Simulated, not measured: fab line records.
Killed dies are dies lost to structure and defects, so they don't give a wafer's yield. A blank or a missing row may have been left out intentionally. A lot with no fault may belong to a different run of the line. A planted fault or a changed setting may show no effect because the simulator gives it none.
Matching of chambers ; flow gf180mcu ; 4 sister chambers for GF_CONTACT_ETCH_16 on rie_diel-01
The step etches BARC in N2/H2. 24 wafers are shown with their chamber, then 12 later ones without.

## WAFERS, EACH WITH ITS CHAMBER
wafer;chamber;drypump_motor_current_A (A);throttle_valve_pct (%);oes_product_au (a.u.)
L074.1;1;4.7;13.229;0.861
L074.2;2;5.7;13.214;0.847
L074.3;3;5.7;13.253;0.852
L075.1;0;6.3;13.220;0.859
L075.2;2;5.8;13.212;0.856
L075.3;3;5.6;13.234;0.854
L075.4;1;4.7;13.219;0.856
L075.5;1;4.7;13.230;0.861
L075.6;2;5.7;13.226;0.849
L076.2;0;6.3;13.226;0.854
L076.4;1;4.7;13.219;0.857
L076.5;1;4.7;13.218;0.856
L077.2;0;6.3;13.235;0.852
L077.5;1;4.7;13.224;0.860
L077.6;2;5.7;13.237;0.859
L081.1;1;4.7;13.231;0.854
L081.3;0;6.3;13.235;0.861
L081.5;0;6.3;13.222;0.847
L086.2;3;5.6;13.227;0.856
L086.4;1;4.7;13.227;0.859
L086.6;0;6.3;13.232;0.858
L091.2;2;5.7;13.229;0.862
L091.5;2;5.7;13.232;0.864
L091.6;3;5.7;13.214;0.861

SIGNATURES, as means of the wafers listed above
reading;chamber 0;chamber 1;chamber 2;chamber 3;scatter within a chamber
drypump_motor_current_A;6.300;4.700;5.717;5.650;0.0303
throttle_valve_pct;13.22833;13.22462;13.22500;13.23200;0.00926
oes_product_au;0.85517;0.85800;0.85617;0.85575;0.00483
Rule: for a wafer and a chamber, the distance is found by dividing, reading by reading, the gap between the wafer's reading and the chamber's mean by the reading's scatter, squaring, summing and taking the root. The wafer belongs to the nearest chamber; if the next one is less than 2 further off, it can't be placed. The scatter: the root of (the sum of the squares of (reading less its chamber's mean) over the shown wafers, divided by (wafers less chambers)).

## WAFERS WITHOUT THEIR CHAMBER
wafer;drypump_motor_current_A (A);throttle_valve_pct (%);oes_product_au (a.u.)
L092.1;5.7;13.215;0.843
L092.2;6.3;13.220;0.847
L092.3;4.7;13.221;0.856
L092.4;5.8;13.213;0.853
L092.5;5.7;13.215;0.853
L092.6;5.7;13.218;0.855
L094.1;5.7;13.226;0.854
L094.3;5.6;13.228;0.859
L094.5;5.7;13.212;0.862
L096.2;4.7;13.209;0.861
L096.5;6.3;13.219;0.853
L096.6;5.7;13.218;0.859

## CHAMBER TAKEN BY EACH
wafer;from the rows above;in truth
L092.1;can't be placed: 2 or 3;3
L092.2;0;0
L092.3;1;1
L092.4;2;2
L092.5;can't be placed: 2 or 3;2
L092.6;can't be placed: 2 or 3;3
L094.1;can't be placed: 2 or 3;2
L094.3;3;3
L094.5;can't be placed: 2 or 3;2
L096.2;1;1
L096.5;0;0
L096.6;can't be placed: 2 or 3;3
Placed correctly: 6 of 12. Can't be placed from these rows: 6 (the true chamber is among the candidates in 6). Number placed wrongly: 0.
